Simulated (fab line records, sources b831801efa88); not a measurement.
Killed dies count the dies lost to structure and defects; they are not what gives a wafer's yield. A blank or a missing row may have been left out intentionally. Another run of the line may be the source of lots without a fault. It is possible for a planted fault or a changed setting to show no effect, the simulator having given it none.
Tool commonality check    flow gf180mcu    Lots sampled 11, wafers sampled 33

== REASON IT WAS OPENED ==
Of 11 lots, 2 have the reading V5_W_RS flagged at GF_V5_RS_MEAS_24. No-fault wafers: 0.328 ohm/sq, standard deviation 0.0038.
Rule: a lot is flagged in two cases, either no wafer of it has a number, or all its wafers with numbers fall more than 4 standard deviations from that mean. All remaining lots are regarded as sound.

lot   measured      on             V5_W_RS (ohm/sq), wafer by wafer  flag
L502  day 27 14:16  film metro-01  0.325 0.332 0.327                 
L503  day 27 17:08  film metro-01  0.323 0.325 0.325                 
L504  day 28 02:29  film metro-03  0.328 0.331 0.324                 
L505  day 28 15:09  film metro-02  0.333 0.326 0.327                 
L506  day 28 18:38  film metro-01  0.332 0.333 0.330                 
L514  day 30 22:40  film metro-01  0.459 0.443 0.460                 FLAGGED
L515  day 31 05:49  film metro-03  0.459 0.458 0.461                 FLAGGED
L518  day 31 23:25  film metro-03  0.328 0.330 0.329                 
L520  day 32 14:29  film metro-02  0.332 0.331 0.331                 
L522  day 32 22:11  film metro-02  0.329 0.332 0.335                 
L523  day 33 08:50  film metro-02  0.328 0.329 0.328                 
The mean of the flagged lots' numbers is 0.457 ohm/sq, +0.129 ohm/sq from the usual (+34 standard deviations).

== WHICH TOOL EACH LOT WENT THROUGH ==
The record holds 2 process steps before the reading, out of a route of 602 steps. Cell contents, in order: the tool; ch with the chambers the sampled wafers went through; the start.
lot   flag     GF_M4_SPUTTER_04              GF_V5_CVD_23
L502           pvd sputter-04, day 22 22:23  cvd w-02 ch 0,1, day 27 14:08
L503           pvd sputter-02, day 23 01:14  cvd w-02 ch 0,1, day 27 17:02
L504           pvd sputter-01, day 23 11:43  cvd w-02 ch 1, day 28 02:23
L505           pvd sputter-04, day 23 23:08  cvd w-01 ch 0,1, day 28 15:01
L506           pvd sputter-04, day 24 05:42  cvd w-01 ch 0,1, day 28 18:31
L514  FLAGGED  pvd sputter-02, day 26 14:58  cvd w-02 ch 0,1, day 30 22:33
L515  FLAGGED  pvd sputter-02, day 26 23:08  cvd w-02 ch 0, day 31 05:41
L518           pvd sputter-01, day 27 19:50  cvd w-01 ch 0,1, day 31 23:17
L520           pvd sputter-01, day 28 13:15  cvd w-01 ch 0,1, day 32 14:22
L522           pvd sputter-02, day 28 22:20  cvd w-01 ch 0,1, day 32 22:04
L523           pvd sputter-02, day 29 12:13  cvd w-01 ch 0,1, day 33 08:43
What is done by these steps:
- GF_M4_SPUTTER_04: material TiN, target thk 50 nm, time 41.7 s.
- GF_V5_CVD_23: deposits W, target thk 350 nm, time 104.9 s.
- GF_V5_RS_MEAS_24: measures by four-point-probe.

== FLAGGED OVER TOTAL, TOOL BY TOOL (the gauges that took the reading come last) ==
step              tool            lots run  flagged  share of the flagged lots  sound lots run after its first flagged lot
GF_M4_SPUTTER_04  pvd sputter-01  3         0        none                       -
GF_M4_SPUTTER_04  pvd sputter-02  5         2        all                        2 (L522,L523)
GF_M4_SPUTTER_04  pvd sputter-04  3         0        none                       -
GF_V5_CVD_23      cvd w-01        6         0        none                       -
GF_V5_CVD_23      cvd w-02        5         2        all                        0
GF_V5_RS_MEAS_24  film metro-01   4         1        some                       0
GF_V5_RS_MEAS_24  film metro-02   4         0        none                       -
GF_V5_RS_MEAS_24  film metro-03   3         1        some                       1 (L518)

== WHAT THE TABLE ALLOWS ==
Rows of the table that ran all the flagged lots, 2 in number: pvd sputter-02 at GF_M4_SPUTTER_04; cvd w-02 at GF_V5_CVD_23.
- pvd sputter-02 at GF_M4_SPUTTER_04 ran 5 lots, 2 of them flagged. Lots that were sound ran on it after the first flagged one (L522, L523); a persistent fault on the entire tool would not allow that.
- cvd w-02 at GF_V5_CVD_23 ran 5 lots, 2 of them flagged. It ran its last sound lot, L504, at day 28 02:23 and its first flagged lot, L514, at day 30 22:33: a fault with its onset between the two fits.
What remains is a single tool, cvd w-02 at GF_V5_CVD_23.

== WHAT THE SIMULATOR HAD PUT IN ==
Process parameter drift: cvd w-02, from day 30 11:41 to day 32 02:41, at GF_V5_CVD_23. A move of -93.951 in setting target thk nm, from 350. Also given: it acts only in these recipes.
Lots struck among those shown: L514, L515. The rule above reached the same finding.
